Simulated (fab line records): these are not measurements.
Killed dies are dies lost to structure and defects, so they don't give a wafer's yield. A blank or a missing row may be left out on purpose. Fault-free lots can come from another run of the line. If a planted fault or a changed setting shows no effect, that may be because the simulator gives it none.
fab line records	flow sky130
record lots=12	wafers=36	last_day=50
route steps=708 shown VT_ADJUST_PCH@150 SONOS_ONO@185 GATE_OXIDE@194 POLY_GATE@228 PAD_OPEN@708
lots untouched by any fault: they come from a run of this same line in which no faults occurred
start_h: hours from the record's opening day to when the first of the lot's shown wafers began	wait_h: how many hours have passed since the lot's step before this one	" repeats the value in the row above	L1.1+2: a row that stands for several wafers	- no value present, or no start provided	* or withheld: withheld	< > ~ a bound
route shown NAME@n: NAME is a module with steps in the file, n the number in the route of the first one	usual: mean/standard deviation taken from wafers without a fault	same: alike in all rows	chamber/n: place in a boat	sites: readings site by site	_std_site: the standard deviation of these	_edge_site: the outer-site mean with the inner-site mean subtracted	radius_mm: for every site, how far away it sits from the centre of the wafer	mask NAME#n: copy n	behind: the last tool/chamber to shape the wafer	hold: reason for holding the lot/hours on hold/outcome of the hold	device: whichever transistor did not switch (one of n, p or np)	end of line: tests run on the same wafers once the route is complete	step lacking rows: just its recipe	killed: count of dies lost to structure and defects at first sort (not the wafer's yield)	map: shows each die of a wafer: x if killed, . if not, _ if none is there
set.NAME: setting as actually run; set.NAME@STEP: the setting as run at that earlier step	model.NAME: the simulator's own value behind a step, which no gauge read
a sample of lots followed through the steps of the route, with each step as a table and each wafer as a row
services: when a tool's chamber went out of use (start_h, in hours from the record's first day, below 0 if earlier), for how many hours, and the reason
## steps
# step SKY_VT_ADJUST_PCH_OVL_MEAS_07
# usual VT_ADJUST_PCH_OVL=-0.4/1.4
lot.wafer	tool	chamber	start_h	wait_h	VT_ADJUST_PCH_OVL[nm]
L780.4	overlay-02	-	238.18	-	-1.7
L780.5	"	-	"	"	-1.1
L780.6	"	-	"	"	-1.4
L785.2	overlay-02	-	272.32	-	1.9
L785.3	"	-	"	"	0.1
L785.6	"	-	"	"	1.1
L786.1	overlay-02	-	279.01	-	-1.6
L786.2	"	-	"	"	-0.1
L786.4	"	-	"	"	-2.0
L787.1	overlay-01	-	287.38	-	-0.1
L787.3	"	-	"	"	-1.5
L787.6	"	-	"	"	-0.4
L791.1	overlay-01	-	316.16	-	-0.2
L791.2	"	-	"	"	-1.7
L791.5	"	-	"	"	-2.4
L796.1	overlay-02	-	358.46	-	-2.3
L796.2	"	-	"	"	-0.9
L796.3	"	-	"	"	-0.4
L797.1	overlay-01	-	358.78	-	0.0
L797.5	"	-	"	"	0.2
L797.6	"	-	"	"	-0.3
L798.1	overlay-02	-	371.71	-	-2.4
L798.2	"	-	"	"	-1.2
L798.5	"	-	"	"	-1.1
L799.1	overlay-01	-	375.08	-	1.6
L799.3	"	-	"	"	2.0
L799.4	"	-	"	"	1.9
L800.2	overlay-02	-	385.47	-	-0.4
L800.3	"	-	"	"	-1.9
L800.5	"	-	"	"	-1.9
L801.2	overlay-01	-	398.81	-	1.1
L801.3	"	-	"	"	-1.4
L801.5	"	-	"	"	-1.9
L802.1	overlay-02	-	407.13	-	1.1
L802.5	"	-	"	"	-3.4
L802.6	"	-	"	"	-0.5
# step SKY_SONOS_ONO_STRIP_17
# recipe chemistry=O2/N2	power_w=1400	pressure_mtorr=1500	platen_temp_c=withheld	o2_flow_sccm=3000	n2_flow_sccm=300	overash_fraction=0.5
# usual drypump_motor_current_A=5.7/0.61	oes_product_au=0.710/0.0047	strip_time_to_endpoint_s=14.05/0.041
lot.wafer	tool	chamber	start_h	wait_h	drypump_motor_current_A	oes_product_au	rf_hours_counter_h	strip_time_to_endpoint_s
L780.4	plasma_asher-04	1	291.27	0.0	6.0	0.704	-	14.01
L780.5	"	0	"	"	6.7	0.703	-	13.98
L780.6	"	1	"	"	6.1	0.708	-	13.99
L785.2	plasma_asher-03	1	329.83	0.0	5.5	0.715	65	14.10
L785.3	"	1	"	"	5.6	0.709	-	14.03
L785.6	"	1	"	"	5.5	0.707	-	14.05
L786.1	plasma_asher-04	1	337.07	0.0	6.1	0.708	20	14.03
L786.2	"	0	"	"	6.7	0.710	20	14.09
L786.4	"	0	"	"	6.6	0.711	-	14.11
L787.1	plasma_asher-03	1	347.48	0.0	5.5	0.707	67	13.97
L787.3	"	0	"	"	5.1	0.706	-	14.05
L787.6	"	0	"	"	5.1	0.717	-	14.05
L791.1	plasma_asher-04	1	377.97	0.0	6.1	0.710	24	14.11
L791.2	"	0	"	"	6.6	0.711	24	14.11
L791.5	"	1	"	"	6.1	0.714	-	14.14
L797.1	plasma_asher-01	0	424.12	0.0	5.4	0.706	62	14.05
L797.5	"	1	"	"	5.0	0.717	-	14.07
L797.6	"	0	"	"	5.4	0.713	-	14.05
L796.1	plasma_asher-01	1	424.77	0.0	5.0	0.709	62	14.03
L796.2	"	0	"	"	5.4	0.709	62	14.03
L796.3	"	1	"	"	5.0	0.707	-	14.06
L798.1	plasma_asher-03	0	438.63	0.0	5.1	0.697	1	14.04
L798.2	"	1	"	"	5.5	0.713	1	14.05
L798.5	"	1	"	"	5.6	0.699	-	14.06
L799.1	plasma_asher-04	0	442.94	0.0	6.7	0.710	31	14.04
L799.3	"	1	"	"	6.1	0.715	-	14.05
L799.4	"	0	"	"	6.7	0.703	-	14.05
L800.2	plasma_asher-04	0	453.18	0.0	6.7	0.710	32	14.07
L800.3	"	0	"	"	6.7	0.700	-	14.01
L800.5	"	0	"	"	6.7	0.706	-	14.02
L801.2	plasma_asher-04	0	464.78	0.0	6.7	0.713	33	14.03
L801.3	"	0	"	"	6.7	0.710	-	13.98
L801.5	"	0	"	"	6.7	0.710	-	14.05
L802.1	plasma_asher-03	0	474.33	0.0	5.0	0.715	4	14.00
L802.5	"	0	"	"	5.0	0.708	-	14.04
L802.6	"	1	"	"	5.5	0.708	-	14.09
# step SKY_GATE_OXIDE_EXPOSE_07
# recipe mask_id=LVOM	na=0.6	source_shape=conventional	sigma_outer=0.6	polarization=unpolarized	target_cd_nm=600	dose_mj=170
# usual focus_offset_nm=0.1/0.51
lot.wafer	tool	chamber	start_h	wait_h	mask	focus_offset_nm
L780.4	iline_stepper-01	0	306.11	-	LVOM#0	-0.3
L780.5	"	0	"	"	LVOM#0	-0.5
L780.6	"	0	"	"	LVOM#0	-0.1
L785.2	iline_stepper-01	0	348.56	-	LVOM#0	1.0
L785.3	"	0	"	"	LVOM#0	1.0
L785.6	"	0	"	"	LVOM#0	0.5
L786.1	iline_stepper-01	0	353.87	-	LVOM#0	0.8
L786.2	"	0	"	"	LVOM#0	0.6
L786.4	"	0	"	"	LVOM#0	0.5
L787.1	iline_stepper-02	0	363.65	-	LVOM#0	0.2
L787.3	"	0	"	"	LVOM#0	-0.2
L787.6	"	0	"	"	LVOM#0	-0.3
L791.1	iline_stepper-01	0	395.06	-	LVOM#0	0.1
L791.2	"	0	"	"	LVOM#0	-0.5
L791.5	"	0	"	"	LVOM#0	-1.0
L797.1	iline_stepper-02	0	441.63	-	LVOM#0	0.8
L797.5	"	0	"	"	LVOM#0	0.2
L797.6	"	0	"	"	LVOM#0	-0.1
L796.1	iline_stepper-01	0	443.04	-	LVOM#0	-0.7
L796.2	"	0	"	"	LVOM#0	-0.9
L796.3	"	0	"	"	LVOM#0	0.1
L798.1	iline_stepper-01	0	456.61	-	LVOM#0	0.1
L798.2	"	0	"	"	LVOM#0	0.3
L798.5	"	0	"	"	LVOM#0	0.4
L799.1	iline_stepper-02	0	460.49	-	LVOM#0	-0.5
L799.3	"	0	"	"	LVOM#0	0.1
L799.4	"	0	"	"	LVOM#0	-0.1
L800.2	iline_stepper-02	0	470.18	-	LVOM#0	-0.1
L800.3	"	0	"	"	LVOM#0	-0.8
L800.5	"	0	"	"	LVOM#0	-0.5
L801.2	iline_stepper-02	0	482.09	-	LVOM#0	0.3
L801.3	"	0	"	"	LVOM#0	0.3
L801.5	"	0	"	"	LVOM#0	0.0
L802.1	iline_stepper-02	0	491.62	-	LVOM#0	0.4
L802.5	"	0	"	"	LVOM#0	0.1
L802.6	"	0	"	"	LVOM#0	1.6
# step SKY_GATE_OXIDE_OVL_MEAS_10
# usual GATE_OXIDE_OVL=0.0/1.5
lot.wafer	tool	chamber	start_h	wait_h	GATE_OXIDE_OVL[nm]
L780.4	overlay-01	-	318.83	0.1	0.0
L780.5	"	-	"	"	0.1
L780.6	"	-	"	"	-0.8
L785.2	overlay-02	-	362.32	0.1	1.6
L785.3	"	-	"	"	-1.6
L785.6	"	-	"	"	-2.5
L786.1	overlay-01	-	367.21	0.1	1.6
L786.2	"	-	"	"	1.4
L786.4	"	-	"	"	1.6
L787.1	overlay-02	-	378.16	0.1	-1.7
L787.3	"	-	"	"	-0.1
L787.6	"	-	"	"	-0.5
L791.1	overlay-01	-	409.78	0.1	-0.7
L791.2	"	-	"	"	0.0
L791.5	"	-	"	"	0.7
L797.1	overlay-02	-	456.78	0.1	-1.6
L797.5	"	-	"	"	0.8
L797.6	"	-	"	"	0.3
L796.1	overlay-02	-	458.16	0.1	-113.7
L796.2	"	-	"	"	-115.8
L796.3	"	-	"	"	-117.4
L798.1	overlay-01	-	472.52	0.1	-113.4
L798.2	"	-	"	"	-115.3
L798.5	"	-	"	"	-114.4
L799.1	overlay-01	-	475.91	0.1	1.1
L799.3	"	-	"	"	1.4
L799.4	"	-	"	"	0.0
L800.2	overlay-01	-	486.02	0.1	0.2
L800.3	"	-	"	"	0.1
L800.5	"	-	"	"	0.7
L801.2	overlay-02	-	497.93	0.1	0.0
L801.3	"	-	"	"	-0.2
L801.5	"	-	"	"	-1.0
L802.1	overlay-01	-	507.42	0.1	1.6
L802.5	"	-	"	"	0.8
L802.6	"	-	"	"	2.8
# step SKY_POLY_GATE_OVL_MEAS_14
# usual POLY_GATE_OVL=1/4.9
lot.wafer	tool	chamber	start_h	wait_h	POLY_GATE_OVL[nm]
L780.4	overlay-01	-	383.26	0.1	-1
L780.5	"	-	"	"	4
L780.6	"	-	"	"	-3
L785.2	overlay-01	-	427.24	0.1	-1
L785.3	"	-	"	"	-2
L785.6	"	-	"	"	1
L786.1	overlay-01	-	432.14	0.1	3
L786.2	"	-	"	"	17
L786.4	"	-	"	"	9
L787.1	overlay-01	-	445.38	0.1	1
L787.3	"	-	"	"	4
L787.6	"	-	"	"	-7
L791.1	overlay-01	-	479.27	0.1	-6
L791.2	"	-	"	"	-2
L791.5	"	-	"	"	-7
L797.1	overlay-02	-	523.90	0.1	-6
L797.5	"	-	"	"	-4
L797.6	"	-	"	"	-8
L796.1	overlay-01	-	526.34	0.1	1
L796.2	"	-	"	"	7
L796.3	"	-	"	"	2
L798.1	overlay-01	-	539.64	0.1	4
L798.2	"	-	"	"	5
L798.5	"	-	"	"	-1
L799.1	overlay-01	-	544.02	0.1	-4
L799.3	"	-	"	"	-1
L799.4	"	-	"	"	-6
L800.2	overlay-01	-	551.85	0.1	-3
L800.3	"	-	"	"	3
L800.5	"	-	"	"	3
L801.2	overlay-01	-	563.19	0.1	4
L801.3	"	-	"	"	-4
L801.5	"	-	"	"	-1
L802.1	overlay-02	-	574.75	0.1	7
L802.5	"	-	"	"	-1
L802.6	"	-	"	"	6
# step SKY_PAD_OPEN_PROBE_99
# usual killed_at_M0_to_M3=44/7.9	killed_at_M4_up=3.1/2	killed_at_contacts=23/4.9	killed_at_front_end=15/3.9	killed_at_other=0.2/0.49	killed_dies=86/10	killed_open=47/7.1	killed_short=39/7.1
# same gross_dies=492	killed_at_back_side=0
lot.wafer	tool	chamber	start_h	wait_h	killed_at_M0_to_M3	killed_at_M4_up	killed_at_contacts	killed_at_front_end	killed_at_other	killed_dies	killed_open	killed_short
L785.2	prober-02	-	1111.47	0.1	30	1	17	11	0	59	35	24
L785.3	prober-02	-	1111.52	0.2	47	2	27	11	0	87	42	45
L785.6	prober-02	-	1111.67	0.2	43	1	31	15	0	90	44	46
L786.1	prober-01	-	1117.27	0.1	39	2	22	16	0	79	43	36
L786.2	prober-01	-	1117.32	0.1	60	3	26	13	0	102	49	53
L786.4	prober-01	-	1117.42	0.2	44	0	24	19	0	87	49	38
L787.1	prober-01	-	1135.01	0.1	49	2	24	17	0	92	48	44
L787.3	prober-01	-	1135.11	0.2	50	3	24	22	0	99	50	49
L787.6	prober-01	-	1135.26	0.2	47	3	22	10	0	82	49	33
L791.1	prober-02	-	1144.89	0.1	50	9	22	17	1	99	43	56
L791.2	prober-02	-	1144.94	0.1	46	5	22	13	0	86	48	38
L791.5	prober-02	-	1145.09	0.2	46	5	25	18	0	94	61	33
L798.1	prober-01	-	1180.19	0.1	47	5	31	19	0	102	56	46
L798.2	prober-01	-	1180.24	0.1	31	3	25	10	0	69	36	33
L798.5	prober-01	-	1180.39	0.2	37	6	21	18	0	82	47	35
L801.2	prober-02	-	1195.60	0.1	46	2	39	12	0	99	50	49
L801.3	prober-02	-	1195.65	0.2	44	0	41	16	0	101	59	42
L801.5	prober-02	-	1195.75	0.2	30	4	20	14	0	68	34	34
# killed by level:class
L785.2 CONTACT:geometric_particle:open=8 VIA2:geometric_particle:open=6 FIELD_ISO:geometric_particle:open=5 VIA1:geometric_particle:open=5 VIA3:geometric_particle:short=4 LOCAL_INTERCONNECT:geometric_particle:short=3 CONTACT:geometric_particle:short=3 METAL1:geometric_particle:open=3
L785.3 CONTACT:geometric_particle:open=10 VIA2:geometric_particle:open=9 VIA1:geometric_particle:open=9 METAL1:geometric_particle:short=8 METAL2:geometric_particle:short=8 POLY_GATE:geometric_particle:short=5 LOCAL_INTERCONNECT:geometric_particle:short=5 LI_CONTACT:geometric_particle:open=4
L785.6 CONTACT:geometric_particle:open=15 METAL1:geometric_particle:short=8 VIA3:geometric_particle:open=8 CONTACT:geometric_particle:short=7 METAL2:geometric_particle:short=7 VIA1:geometric_particle:open=5 POLY_GATE:geometric_particle:open=4 METAL3:geometric_particle:short=4
L786.1 CONTACT:geometric_particle:open=10 VIA1:geometric_particle:open=10 VIA3:geometric_particle:open=6 POLY_GATE:geometric_particle:short=5 LI_CONTACT:geometric_particle:open=5 VIA2:geometric_particle:open=5 METAL1:geometric_particle:short=5 LOCAL_INTERCONNECT:geometric_particle:short=4
L786.2 CONTACT:geometric_particle:open=15 METAL1:geometric_particle:short=13 VIA1:geometric_particle:open=13 VIA1:geometric_particle:short=7 METAL3:geometric_particle:short=6 VIA3:geometric_particle:open=6 METAL2:geometric_particle:short=5 CONTACT:geometric_particle:short=4
L786.4 CONTACT:geometric_particle:open=10 METAL2:geometric_particle:short=9 LI_CONTACT:geometric_particle:open=7 VIA2:geometric_particle:open=6 VIA3:geometric_particle:open=6 METAL1:geometric_particle:short=5 VIA1:geometric_particle:open=5 FIELD_ISO:geometric_particle:short=4
L787.1 VIA2:geometric_particle:open=11 CONTACT:geometric_particle:open=10 METAL2:geometric_particle:short=8 VIA1:geometric_particle:open=8 POLY_GATE:geometric_particle:short=5 LI_CONTACT:geometric_particle:open=5 CONTACT:geometric_particle:short=5 VIA1:geometric_particle:short=5
L787.3 VIA1:geometric_particle:open=14 VIA1:geometric_particle:short=8 CONTACT:geometric_particle:open=7 METAL1:geometric_particle:short=6 POLY_GATE:geometric_particle:short=5 LI_CONTACT:geometric_particle:open=5 LOCAL_INTERCONNECT:geometric_particle:short=5 CONTACT:geometric_particle:short=5
L787.6 VIA1:geometric_particle:open=15 CONTACT:geometric_particle:open=11 VIA2:geometric_particle:open=7 VIA3:geometric_particle:short=5 VIA3:geometric_particle:open=5 METAL1:geometric_particle:short=4 VIA1:geometric_particle:short=4 FIELD_ISO:geometric_particle:open=3
L791.1 VIA2:geometric_particle:open=9 METAL2:geometric_particle:short=7 VIA3:geometric_particle:open=7 METAL4:geometric_particle:short=7 FIELD_ISO:geometric_particle:open=6 METAL1:geometric_particle:short=6 VIA3:geometric_particle:short=6 FIELD_ISO:geometric_particle:short=5
L791.2 CONTACT:geometric_particle:open=11 VIA2:geometric_particle:open=9 VIA3:geometric_particle:open=9 VIA1:geometric_particle:open=7 VIA1:geometric_particle:short=6 POLY_GATE:geometric_particle:short=5 CONTACT:geometric_particle:short=5 METAL2:geometric_particle:short=5
L791.5 LI_CONTACT:geometric_particle:open=11 VIA1:geometric_particle:open=11 VIA2:geometric_particle:open=9 POLY_GATE:geometric_particle:open=7 CONTACT:geometric_particle:open=6 VIA3:geometric_particle:open=6 METAL1:geometric_particle:short=5 CONTACT:geometric_particle:short=4
L798.1 LI_CONTACT:geometric_particle:open=9 CONTACT:geometric_particle:open=9 FIELD_ISO:geometric_particle:open=7 POLY_GATE:geometric_particle:short=7 VIA1:geometric_particle:open=7 METAL2:geometric_particle:short=7 VIA2:geometric_particle:open=6 CONTACT:geometric_particle:short=5
L798.2 CONTACT:geometric_particle:open=10 VIA1:geometric_particle:open=9 LOCAL_INTERCONNECT:geometric_particle:short=7 CONTACT:geometric_particle:short=5 VIA2:geometric_particle:open=5 METAL1:geometric_particle:short=4 METAL2:geometric_particle:short=4 POLY_GATE:geometric_particle:short=3
L798.5 CONTACT:geometric_particle:open=9 VIA2:geometric_particle:open=8 LI_CONTACT:geometric_particle:open=7 FIELD_ISO:geometric_particle:short=6 VIA1:geometric_particle:open=6 VIA1:geometric_particle:short=5 FIELD_ISO:geometric_particle:open=4 VIA2:geometric_particle:short=4
L801.2 CONTACT:geometric_particle:open=12 LI_CONTACT:geometric_particle:open=9 VIA1:geometric_particle:open=8 LOCAL_INTERCONNECT:geometric_particle:short=7 VIA2:geometric_particle:open=7 POLY_GATE:geometric_particle:short=6 LI_CONTACT:geometric_particle:short=6 METAL2:geometric_particle:short=6
L801.3 VIA1:geometric_particle:open=14 LI_CONTACT:geometric_particle:open=13 CONTACT:geometric_particle:open=12 CONTACT:geometric_particle:short=8 METAL1:geometric_particle:short=6 VIA3:geometric_particle:open=6 LOCAL_INTERCONNECT:geometric_particle:short=5 VIA1:geometric_particle:short=5
L801.5 VIA1:geometric_particle:short=7 CONTACT:geometric_particle:open=7 VIA1:geometric_particle:open=7 FIELD_ISO:geometric_particle:short=6 LI_CONTACT:geometric_particle:open=6 POLY_GATE:geometric_particle:open=3 LOCAL_INTERCONNECT:geometric_particle:short=3 VIA3:geometric_particle:open=3
## services
tool	chamber	start_h	hours	kind
iline_stepper-02	-	282.93	1.7	pm
plasma_asher-03	-	284.00	3.3	repair
iline_stepper-01	0	298.32	-	calibration
plasma_asher-04	-	306.27	1.4	repair
plasma_asher-01	-	327.62	1.0	repair
plasma_asher-03	-	334.06	2.8	pm
iline_stepper-01	-	351.49	1.7	pm
iline_stepper-02	0	377.14	-	calibration
plasma_asher-04	-	406.08	2.8	pm
plasma_asher-03	-	421.25	9.0	pm
plasma_asher-03	0	421.25	9.0	vent_cycle
plasma_asher-03	1	421.25	9.0	vent_cycle
plasma_asher-03	0	430.25	-	clean
plasma_asher-03	1	430.25	-	clean
plasma_asher-04	-	430.45	1.0	repair
iline_stepper-01	-	472.07	4.7	repair
## key
first_sign step=SKY_GATE_OXIDE_OVL_MEAS_10	reading=GATE_OXIDE_OVL	direction=down	sigmas=76	usual=0.0	struck=-115.0
effect none on later readings
met_at SKY_GATE_OXIDE_EXPOSE_07
struck_lots L796,L798
tester_left_out L796,L798
not_acting_at SKY_VT_ADJUST_PCH_OVL_MEAS_07,SKY_SONOS_ONO_STRIP_17,SKY_POLY_GATE_OVL_MEAS_14
onset_between 395.06 443.04
fault kind=scanner_matching_overlay	tool=iline_stepper-01	chamber=-	onset_h=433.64	steps=SKY_GATE_OXIDE_EXPOSE_07	offset=-114.61
# tester_left_out: of these lots the tester's yield and bins aren't shown, on N5 and GAA mostly nor the transistor test; their killed dies are dies lost to structure and defects alone, not to doping, threshold or leakage, so they don't give the yield
